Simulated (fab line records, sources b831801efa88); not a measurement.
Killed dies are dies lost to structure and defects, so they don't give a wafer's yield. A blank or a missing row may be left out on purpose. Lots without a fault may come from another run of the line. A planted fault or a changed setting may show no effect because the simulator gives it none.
fab line records | flow sky130
record lots=6 wafers=18 last_day=50
route steps=708 shown METAL2@495 VIA2@507 PAD_OPEN@708
lots that met no fault: from a run of the same line without faults
start_h: hours from the record's first day to the start of the lot's first wafer shown | wait_h: hours since the lot's step before | " the same as in the row above | L1.1+2: a row that stands for several wafers | - no value, or no start given | * or withheld: withheld | < > ~ a bound
route shown NAME@n: a module of which the file shows steps, and the number in the route of the first | usual: mean/standard deviation of fault-free wafers | same: alike in all rows | chamber/n: place in a boat | sites: the reading at each site | _std_site: their standard deviation | _edge_site: outer sites' mean less inner sites' | radius_mm: how far each site lies from the wafer's centre | mask NAME#n: copy n | behind: the tool/chamber that last shaped the wafer | hold: why the lot was held/for how many hours/how that ended | device: the transistor (n, p or np) that didn't switch | end of line: the same wafers' tests at the end of the route | a step without rows: its recipe alone | killed: dies lost to structure and defects at the first sort, not the wafer's yield | map: a wafer's dies, x killed, . not, _ none there
set.NAME: the setting as run; set.NAME@STEP: as run at that earlier step | model.NAME: the simulator's own value behind a step, which no gauge read
lots at some steps of the route; a table a step, a row a wafer
services: from which hour (start_h, from the record's first day; less than 0 if before it) a tool's chamber was out of use, for how many hours, and why
## steps
# step SKY_METAL2_EXPOSE_12
# recipe mask_id=MM2 na=0.8 source_shape=annular sigma_inner=0.55 sigma_outer=0.85 target_cd_nm=140 dose_mj=28
# step SKY_METAL2_PEB_13
# recipe peb_temp_c=withheld peb_time_s=withheld resist=KrF-thick
# step SKY_METAL2_DEVELOP_14
# recipe develop_time_s=60 resist=KrF-thick dev_temp_c=21
# step SKY_METAL2_CD_MEAS_15
# recipe target_cd_nm=140
# usual cd_nm=140.0/1.5
# columns lot.wafer tool chamber start_h wait_h cd_nm
L245.2 cd_sem-02 - 871.70 - 139.7
L245.4 " - " " 141.6
L245.5 " - " " 142.0
L247.1 cd_sem-02 - 875.14 - 140.0
L247.3 " - " " 140.4
L247.6 " - " " 140.8
L254.2 cd_sem-01 - 918.63 - 140.4
L254.4 " - " " 140.7
L254.6 " - " " 140.6
L255.1 cd_sem-01 - 956.09 - 138.4
L255.3 " - " " 138.9
L255.6 " - " " 138.4
L258.2 cd_sem-01 - 956.46 - 140.3
L258.4 " - " " 139.4
L258.6 " - " " 138.9
L260.2 cd_sem-02 - 978.13 - 137.5
L260.3 " - " " 139.1
L260.4 " - " " 138.2
# step SKY_METAL2_OVL_MEAS_16
# usual METAL2_OVL=-1/6
# columns lot.wafer tool chamber start_h wait_h METAL2_OVL[nm]
L245.2 overlay-02 - 871.81 0.1 4
L245.4 " - " " -1
L245.5 " - " " -5
L247.1 overlay-01 - 875.26 0.1 -5
L247.3 " - " " -6
L247.6 " - " " -11
L254.2 overlay-01 - 918.74 0.1 3
L254.4 " - " " 3
L254.6 " - " " 2
L255.1 overlay-01 - 956.21 0.1 5
L255.3 " - " " -4
L255.6 " - " " 3
L258.2 overlay-02 - 956.56 0.1 -2
L258.4 " - " " -5
L258.6 " - " " -6
L260.2 overlay-01 - 978.24 0.1 -1
L260.3 " - " " 4
L260.4 " - " " -2
# step SKY_METAL2_DESCUM_17
# recipe chemistry=O2 source_power_w=150 bias_power_w=0 pressure_mtorr=10 temp_c=40 time_s=8
# usual drypump_motor_current_A=5.44/0.24 oes_product_au=0.998/0.0072
# columns lot.wafer tool chamber start_h wait_h drypump_motor_current_A oes_product_au rf_hours_counter_h
L245.2 rie_metal-02 0 871.84 0.0 5.99 1.005 12
L245.4 " 1 " " 5.22 0.990 -
L245.5 " 1 " " 5.21 0.998 -
L247.1 rie_metal-02 0 875.29 0.0 6.02 1.007 12
L247.3 " 0 " " 6.01 1.010 -
L247.6 " 1 " " 5.23 0.998 -
L254.2 rie_metal-04 1 918.78 0.0 5.26 1.005 -
L254.4 " 1 " " 5.28 1.005 -
L254.6 " 1 " " 5.26 1.007 -
L255.1 rie_metal-03 1 956.24 0.0 5.29 0.984 14
L255.3 " 1 " " 5.31 0.996 -
L255.6 " 1 " " 5.28 0.989 -
L258.2 rie_metal-04 0 956.59 0.0 5.66 0.994 2
L258.4 " 0 " " 5.65 0.996 -
L258.6 " 0 " " 5.65 0.994 -
L260.2 rie_metal-04 1 978.27 0.0 5.21 0.992 17
L260.3 " 1 " " 5.24 0.993 -
L260.4 " 0 " " 5.65 0.987 -
# step SKY_METAL2_ETCH_18
# recipe chemistry=N2/H2 target=BARC ion_energy_ev=200 bias_w=100 pressure_mtorr=30 n2_flow_sccm=100 h2_flow_sccm=200 icp_w=500 stop_on=SiO2 time_s=45.9 target_depth_a=600
# usual drypump_motor_current_A=5.45/0.24 oes_product_au=0.855/0.005 throttle_valve_pct=13.226/0.0093
# columns lot.wafer tool chamber start_h wait_h drypump_motor_current_A oes_product_au rf_hours_counter_h throttle_valve_pct
L245.2 rie_metal-02 0 871.87 0.0 6.01 0.856 12 13.228
L245.4 " 1 " " 5.21 0.849 - 13.247
L245.5 " 1 " " 5.20 0.860 - 13.236
L247.1 rie_metal-02 0 875.32 0.0 6.01 0.856 12 13.239
L247.3 " 0 " " 6.01 0.863 - 13.228
L247.6 " 1 " " 5.24 0.856 - 13.221
L254.2 rie_metal-04 1 918.85 0.1 5.25 0.853 - 13.213
L254.4 " 1 " " 5.26 0.856 - 13.225
L254.6 " 1 " " 5.25 0.860 - 13.233
L255.1 rie_metal-03 1 956.31 0.1 5.31 0.852 14 13.224
L255.3 " 1 " " 5.29 0.856 - 13.232
L255.6 " 1 " " 5.28 0.863 - 13.222
L258.2 rie_metal-04 0 956.62 0.0 5.66 0.854 2 13.227
L258.4 " 0 " " 5.66 0.854 - 13.224
L258.6 " 0 " " 5.65 0.847 - 13.232
L260.2 rie_metal-04 1 978.30 0.0 5.26 0.852 17 13.229
L260.3 " 1 " " 5.25 0.852 - 13.226
L260.4 " 0 " " 5.66 0.846 - 13.227
# step SKY_METAL2_METAL_ETCH_19
# recipe target_depth_a=3600 stop_on=SiO2 over_etch_frac=0.3 time_s=78 chemistry=Cl2/BCl3 resist_sidewall_deg=88 pressure_mtorr=10 icp_w=900 bias_w=48.5 Cl2_flow_sccm=60 bcl3_flow_sccm=30
# usual drypump_motor_current_A=5.44/0.24 oes_product_au=0.856/0.0062 throttle_valve_pct=22.265/0.009
# columns lot.wafer tool chamber start_h wait_h drypump_motor_current_A oes_product_au rf_hours_counter_h throttle_valve_pct
L245.2 rie_metal-02 0 871.94 0.0 6.02 0.851 12 22.252
L245.4 " 1 " " 5.24 0.843 - 22.262
L245.5 " 1 " " 5.22 0.847 - 22.267
L247.1 rie_metal-02 0 875.39 0.0 5.99 0.856 12 22.267
L247.3 " 0 " " 6.01 0.852 - 22.249
L247.6 " 1 " " 5.23 0.850 - 22.276
L254.2 rie_metal-04 1 918.99 0.1 5.26 0.856 - 22.260
L254.4 " 1 " " 5.23 0.855 - 22.255
L254.6 " 1 " " 5.25 0.861 - 22.268
L255.1 rie_metal-03 1 956.43 0.1 5.31 0.842 14 22.262
L255.3 " 1 " " 5.32 0.860 - 22.260
L255.6 " 1 " " 5.29 0.845 - 22.260
L258.2 rie_metal-04 0 956.69 0.0 5.64 0.858 2 22.264
L258.4 " 0 " " 5.64 0.858 - 22.258
L258.6 " 0 " " 5.65 0.861 - 22.261
L260.2 rie_metal-04 1 978.36 0.0 5.25 0.860 17 22.254
L260.3 " 1 " " 5.24 0.857 - 22.277
L260.4 " 0 " " 5.64 0.856 - 22.264
# step SKY_METAL2_STRIP_20
# recipe chemistry=O2/N2 power_w=1400 pressure_mtorr=1500 platen_temp_c=withheld o2_flow_sccm=3000 n2_flow_sccm=300 overash_fraction=0.5
# usual drypump_motor_current_A=5.8/0.35 oes_product_au=0.344/0.0047 strip_time_to_endpoint_s=2.70/0.032
# same overash_fraction=0.5
# columns lot.wafer tool chamber start_h wait_h drypump_motor_current_A oes_product_au rf_hours_counter_h strip_time_to_endpoint_s
L245.2 plasma_asher-04 1 872.03 0.1 6.0 0.341 14 2.64
L245.4 " 0 " " 6.1 0.346 - 2.70
L245.5 " 1 " " 6.0 0.339 - 2.70
L247.1 plasma_asher-02 1 875.48 0.1 5.6 0.341 76 2.64
L247.3 " 1 " " 5.6 0.346 - 2.67
L247.6 " 0 " " 4.9 0.344 - 2.72
L254.2 plasma_asher-02 0 919.14 0.1 4.9 0.347 81 2.75
L254.4 " 1 " " 5.6 0.341 - 2.71
L254.6 " 0 " " 4.9 0.338 - 2.73
L255.1 plasma_asher-04 1 956.61 0.1 6.0 0.340 20 2.74
L255.3 " 1 " " 6.0 0.348 - 2.75
L255.6 " 1 " " 6.0 0.343 - 2.71
L258.2 plasma_asher-02 1 956.78 0.1 5.6 0.337 85 2.75
L258.4 " 1 " " 5.6 0.353 - 2.76
L258.6 " 1 " " 5.6 0.351 - 2.78
L260.2 plasma_asher-04 1 978.45 0.1 6.0 0.346 22 2.70
L260.3 " 1 " " 6.0 0.346 - 2.72
L260.4 " 0 " " 6.1 0.339 - 2.68
# step SKY_METAL2_STRIP_21
# recipe chemistry=post_etch_residue_remover time_s=1200 temp_c=72.5
# step SKY_METAL2_CLEAN_22
# recipe chemistry=IPA time_s=180 temp_c=25
# step SKY_METAL2_CLEAN_23
# recipe chemistry=O3/DIW dry=n2_spin
# step SKY_VIA2_HDPCVD_00
# recipe material=SiO2 target_thk_nm=1180 sigma_open_frac=0.3 time_s=196.7 temp_c=400 sih4_flow_sccm=60 pressure_mtorr=6
# usual run_length_s=224.8/0.51
# columns lot.wafer tool chamber start_h wait_h run_length_s model.SiO2_of_VIA2_HDPCVD_00.thk_nm
L245.2 hdpcvd-01 1 872.66 0.0 255.7 1366
L245.4 " 2 " " 255.8 1375
L245.5 " 1 " " 255.7 1379
L247.1 hdpcvd-01 1 877.37 0.0 255.6 1351
L247.3 " 2 " " 255.7 1365
L247.6 " 1 " " 255.7 1372
L254.2 hdpcvd-02 1 919.73 0.0 224.0 1184
L254.4 " 0 " " 224.7 1172
L254.6 " 2 " " 225.2 1197
L255.1 hdpcvd-02 2 957.35 0.0 225.2 1203
L255.3 " 1 " " 224.4 1206
L255.6 " 0 " " 224.5 1189
L258.2 hdpcvd-02 2 957.48 0.1 225.1 1186
L258.4 " 0 " " 224.7 1178
L258.6 " 1 " " 223.8 1190
L260.2 hdpcvd-01 1 979.05 0.0 225.1 1209
L260.3 " 2 " " 225.0 1182
L260.4 " 2 " " 225.9 1196
# step SKY_VIA2_THK_MEAS_01
# recipe reads=SiO2_of_VIA2_HDPCVD_00
# usual VIA2_HDPCVD_THK=1184/9.6
# columns lot.wafer tool chamber start_h wait_h hold VIA2_HDPCVD_THK[nm]
L245.2 film_metro-03 - 872.86 0.1 await_dispo/0.2h/release 1366
L245.4 " - " " await_dispo/0.2h/release 1375
L245.5 " - " " await_dispo/0.2h/release 1379
L245.2 film_metro-03 - 873.11 0.2 - 1365
L245.4 " - " " - 1376
L245.5 " - " " - 1379
L247.1 film_metro-01 - 877.50 0.1 await_dispo/0.2h/release 1351
L247.3 " - " " await_dispo/0.2h/release 1366
L247.6 " - " " await_dispo/0.2h/release 1372
L247.1 film_metro-01 - 877.73 0.2 - 1352
L247.3 " - " " - 1364
L247.6 " - " " - 1371
L254.2 film_metro-01 - 919.87 0.1 - 1184
L254.4 " - " " - 1172
L254.6 " - " " - 1196
L255.1 film_metro-01 - 957.48 0.1 - 1203
L255.3 " - " " - 1207
L255.6 " - " " - 1190
L258.2 film_metro-03 - 957.62 0.1 - 1187
L258.4 " - " " - 1177
L258.6 " - " " - 1190
L260.2 film_metro-03 - 979.18 0.1 - 1208
L260.3 " - " " - 1182
L260.4 " - " " - 1196
# step SKY_VIA2_CMP_02
# recipe material=SiO2 down_force_psi=4 platen_rpm=60 pad_velocity_m_s=0.94248
# usual motor_current_A=11.5/1 retaining_ring_pressure_frac=1.001/0.0049
# columns lot.wafer tool chamber start_h wait_h hold motor_current_A retaining_ring_pressure_frac
L245.2 cmp-01 0 875.93 2.8 await_dispo/2.8h/release 12.6 0.998
L245.4 " 3 " " await_dispo/2.8h/release 11.9 1.006
L245.5 " 0 " " await_dispo/2.8h/release 13.2 0.999
L247.1 cmp-01 3 883.72 6.0 await_dispo/5.1h/release 11.5 1.005
L247.3 " 2 " " await_dispo/5.1h/release 11.0 1.000
L247.6 " 3 " " await_dispo/5.1h/release 11.1 1.007
L254.2 cmp-02 2 920.02 0.1 - 11.0 0.999
L254.4 " 3 " " - 9.6 1.004
L254.6 " 0 " " - 12.6 1.005
L255.3 cmp-02 0 957.54 0.0 - 12.2 0.998
L255.1 " 1 " " - 10.8 0.992
L255.6 " 1 " " - 10.0 0.996
L258.2 cmp-01 2 957.77 0.1 - 10.6 0.997
L258.4 " 3 " " - 11.4 0.993
L258.6 " 0 " " - 13.4 1.002
L260.3 cmp-02 2 979.28 0.1 - 11.9 1.000
L260.2 " 3 " " - 10.1 1.001
L260.4 " 1 " " - 10.4 0.999
# step SKY_PAD_OPEN_PROBE_99
# usual defect_limited_yield=82.4/2.1 killed_at_M0_to_M3=44/7 killed_at_M4_up=3.0/1.9 killed_at_contacts=24/5.4 killed_at_front_end=15/4.6 killed_at_other=0.3/0.5 killed_dies=87/10 killed_open=47/7 killed_short=40/6.2 sort_bin_3_pad_short=0.9/0.5 sort_bin_5_function=10.4/1.4 sort_bin_6_memory=6.3/1.2 sort_n_pass=405/10 sort_yield_pct=82.4/2.1
# same gross_dies=492 killed_at_back_side=0 sort_bin_4_leakage[%]=0 sort_bin_8_speed[%]=0
# columns lot.wafer tool chamber start_h wait_h defect_limited_yield[%] killed_at_M0_to_M3 killed_at_M4_up killed_at_contacts killed_at_front_end killed_at_other killed_dies killed_open killed_short sort_bin_3_pad_short[%] sort_bin_5_function[%] sort_bin_6_memory[%] sort_n_pass sort_yield_pct[%]
L245.2 prober-01 - 1115.08 0.1 84.1 44 4 14 16 0 78 46 32 0.2 11.4 4.3 414 84.1
L245.4 prober-01 - 1115.18 0.2 82.9 38 2 28 15 1 84 47 37 0.8 10.0 6.3 408 82.9
L245.5 prober-01 - 1115.23 0.2 80.7 44 1 29 20 1 95 60 35 0.6 11.2 7.5 397 80.7
L247.1 prober-01 - 1120.09 0.1 84.3 35 0 25 17 0 77 45 32 0.8 10.4 4.5 415 84.3
L247.3 prober-01 - 1120.19 0.2 78.7 65 4 20 14 2 105 56 49 1.8 12.0 7.5 387 78.7
L247.6 prober-01 - 1120.34 0.2 80.7 49 4 28 14 0 95 54 41 0.2 12.8 6.3 397 80.7
L254.2 prober-02 - 1151.86 0.1 83.5 50 1 14 16 0 81 39 42 1.8 8.9 5.7 411 83.5
L254.4 prober-02 - 1151.96 0.2 78.3 59 6 16 26 0 107 55 52 1.2 11.8 8.7 385 78.3
L254.6 prober-02 - 1152.06 0.2 82.3 33 5 28 21 0 87 49 38 1.4 10.2 6.1 405 82.3
L255.1 prober-01 - 1178.80 0.1 78.9 55 4 24 21 0 104 55 49 1.4 12.4 7.3 388 78.9
L255.3 prober-01 - 1178.90 0.2 82.5 34 8 33 11 0 86 43 43 0.8 10.4 6.3 406 82.5
L255.6 prober-01 - 1179.05 0.2 80.1 57 5 23 12 1 98 56 42 0.4 11.8 7.7 394 80.1
L258.2 prober-02 - 1179.90 0.1 85.6 36 2 15 18 0 71 34 37 0.4 9.6 4.5 421 85.6
L258.4 prober-02 - 1180.00 0.2 82.3 42 2 32 11 0 87 48 39 1.4 11.2 5.1 405 82.3
L258.6 prober-02 - 1180.10 0.2 82.7 41 2 28 14 0 85 44 41 1.0 7.7 8.5 407 82.7
# killed by level:class
L245.2 VIA1:geometric_particle:short=9 VIA1:geometric_particle:open=8 VIA3:geometric_particle:open=8 VIA2:geometric_particle:open=7 LI_CONTACT:geometric_particle:open=6 POLY_GATE:geometric_particle:short=5 POLY_GATE:geometric_particle:open=4 FIELD_ISO:geometric_particle:open=3
L245.4 CONTACT:geometric_particle:open=13 LI_CONTACT:geometric_particle:open=8 METAL2:geometric_particle:short=8 VIA1:geometric_particle:open=7 VIA2:geometric_particle:open=6 FIELD_ISO:geometric_particle:short=5 FIELD_ISO:geometric_particle:open=4 POLY_GATE:geometric_particle:open=4
L245.5 VIA1:geometric_particle:open=12 CONTACT:geometric_particle:open=10 LI_CONTACT:geometric_particle:open=9 FIELD_ISO:geometric_particle:open=6 METAL1:geometric_particle:short=6 POLY_GATE:geometric_particle:open=5 FIELD_ISO:geometric_particle:short=4 METAL3:geometric_particle:short=4
L247.1 CONTACT:geometric_particle:open=13 VIA1:geometric_particle:open=9 FIELD_ISO:geometric_particle:short=5 VIA3:geometric_particle:open=5 LI_CONTACT:geometric_particle:open=4 VIA2:geometric_particle:open=4 VIA2:geometric_particle:short=4 POLY_GATE:geometric_particle:open=3
L247.3 METAL1:geometric_particle:short=11 VIA1:geometric_particle:open=10 VIA3:geometric_particle:open=10 VIA1:geometric_particle:short=9 VIA2:geometric_particle:open=9 LI_CONTACT:geometric_particle:open=8 VIA3:geometric_particle:short=6 FIELD_ISO:geometric_particle:short=5
L247.6 VIA3:geometric_particle:open=11 VIA1:geometric_particle:open=10 LI_CONTACT:geometric_particle:open=9 CONTACT:geometric_particle:open=8 METAL1:geometric_particle:short=5 VIA1:geometric_particle:short=5 SPACER:geometric_particle:short=4 CONTACT:geometric_particle:short=4
L254.2 VIA1:geometric_particle:open=9 METAL1:geometric_particle:short=8 FIELD_ISO:geometric_particle:short=7 VIA3:geometric_particle:open=7 LI_CONTACT:geometric_particle:open=6 VIA1:geometric_particle:short=6 VIA2:geometric_particle:open=6 POLY_GATE:geometric_particle:short=4
L254.4 POLY_GATE:geometric_particle:open=15 VIA1:geometric_particle:open=15 METAL1:geometric_particle:short=10 VIA3:geometric_particle:short=7 METAL2:geometric_particle:short=7 VIA3:geometric_particle:open=6 POLY_GATE:geometric_particle:short=5 LI_CONTACT:geometric_particle:open=5
L254.6 VIA1:geometric_particle:open=12 CONTACT:geometric_particle:open=8 LI_CONTACT:geometric_particle:open=7 LOCAL_INTERCONNECT:geometric_particle:short=7 FIELD_ISO:geometric_particle:short=6 POLY_GATE:geometric_particle:open=6 VIA1:geometric_particle:short=5 FIELD_ISO:geometric_particle:open=4
L255.1 VIA1:geometric_particle:open=13 LI_CONTACT:geometric_particle:open=8 CONTACT:geometric_particle:open=8 VIA3:geometric_particle:open=8 VIA1:geometric_particle:short=7 METAL2:geometric_particle:short=7 FIELD_ISO:geometric_particle:short=6 METAL1:geometric_particle:short=6
L255.3 CONTACT:geometric_particle:open=14 VIA1:geometric_particle:open=12 VIA1:geometric_particle:short=10 LI_CONTACT:geometric_particle:open=7 LOCAL_INTERCONNECT:geometric_particle:short=7 METAL4:geometric_particle:short=5 FIELD_ISO:geometric_particle:short=4 LI_CONTACT:geometric_particle:short=4
L255.6 VIA1:geometric_particle:open=13 CONTACT:geometric_particle:open=10 VIA3:geometric_particle:open=9 LI_CONTACT:geometric_particle:open=8 VIA1:geometric_particle:short=8 VIA2:geometric_particle:open=6 METAL1:geometric_particle:short=5 VIA3:geometric_particle:short=5
L258.2 FIELD_ISO:geometric_particle:short=7 VIA2:geometric_particle:open=6 LI_CONTACT:geometric_particle:open=5 CONTACT:geometric_particle:open=4 METAL2:geometric_particle:short=4 VIA1:geometric_particle:open=4 VIA2:geometric_particle:short=4 POLY_GATE:geometric_particle:short=3
L258.4 CONTACT:geometric_particle:open=13 LI_CONTACT:geometric_particle:open=11 VIA1:geometric_particle:short=9 VIA1:geometric_particle:open=9 METAL2:geometric_particle:short=6 VIA2:geometric_particle:open=6 POLY_GATE:geometric_particle:short=5 METAL3:geometric_particle:short=4
L258.6 CONTACT:geometric_particle:open=13 FIELD_ISO:geometric_particle:short=7 VIA1:geometric_particle:short=7 METAL1:geometric_particle:short=6 VIA1:geometric_particle:open=6 FIELD_ISO:geometric_particle:open=5 LI_CONTACT:geometric_particle:short=5 LI_CONTACT:geometric_particle:open=5
## services
# columns tool chamber start_h hours kind
cmp-01 - 857.66 1.1 repair
hdpcvd-01 0 866.44 9.2 repair
plasma_asher-02 - 869.48 2.8 pm
rie_metal-02 - 880.37 0.1 repair
rie_metal-04 - 884.68 2.8 pm
rie_metal-04 0 899.20 - clean
rie_metal-04 0 899.20 19.6 scheduled_down
rie_metal-04 0 899.20 19.6 vent_cycle
rie_metal-03 - 911.09 14.6 pm
cmp-02 - 912.07 4.0 pm
cmp-02 - 916.07 - consumable_replace:conditioner
cmp-02 - 916.07 - consumable_replace:pad
plasma_asher-04 - 923.37 15.6 pm
cmp-02 - 923.91 3.1 repair
rie_metal-03 0 937.24 - clean
rie_metal-03 0 937.24 23.4 scheduled_down
rie_metal-03 0 937.24 23.4 vent_cycle
hdpcvd-01 - 950.25 15.0 pm
hdpcvd-01 0 950.25 15.0 vent_cycle
hdpcvd-01 1 950.25 15.0 vent_cycle
hdpcvd-01 2 950.25 15.0 vent_cycle
rie_metal-02 - 957.84 0.3 repair
cmp-01 - 972.43 1.9 repair
plasma_asher-02 - 975.85 6.1 repair
## key
first_sign step=SKY_VIA2_HDPCVD_00 reading=run_length_s direction=up sigmas=61 usual=* struck=*
effect step=SKY_VIA2_THK_MEAS_01 reading=visit direction=added
effect step=SKY_VIA2_THK_MEAS_01 reading=VIA2_HDPCVD_THK direction=up sigmas=19 usual=1184 struck=1368
model_effect step=SKY_VIA2_HDPCVD_00 value=SiO2_of_VIA2_HDPCVD_00.thk_nm without=1184 struck=1368
met_at SKY_VIA2_HDPCVD_00
struck_wafers L245.2,L245.4,L245.5,L247.1,L247.3,L247.6
fault kind=process_parameter_drift tool=hdpcvd-01 chamber=- onset_h=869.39 steps=SKY_VIA2_HDPCVD_00 channel=time_s offset=* shape=step end_h=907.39 acts_in=* stated=*
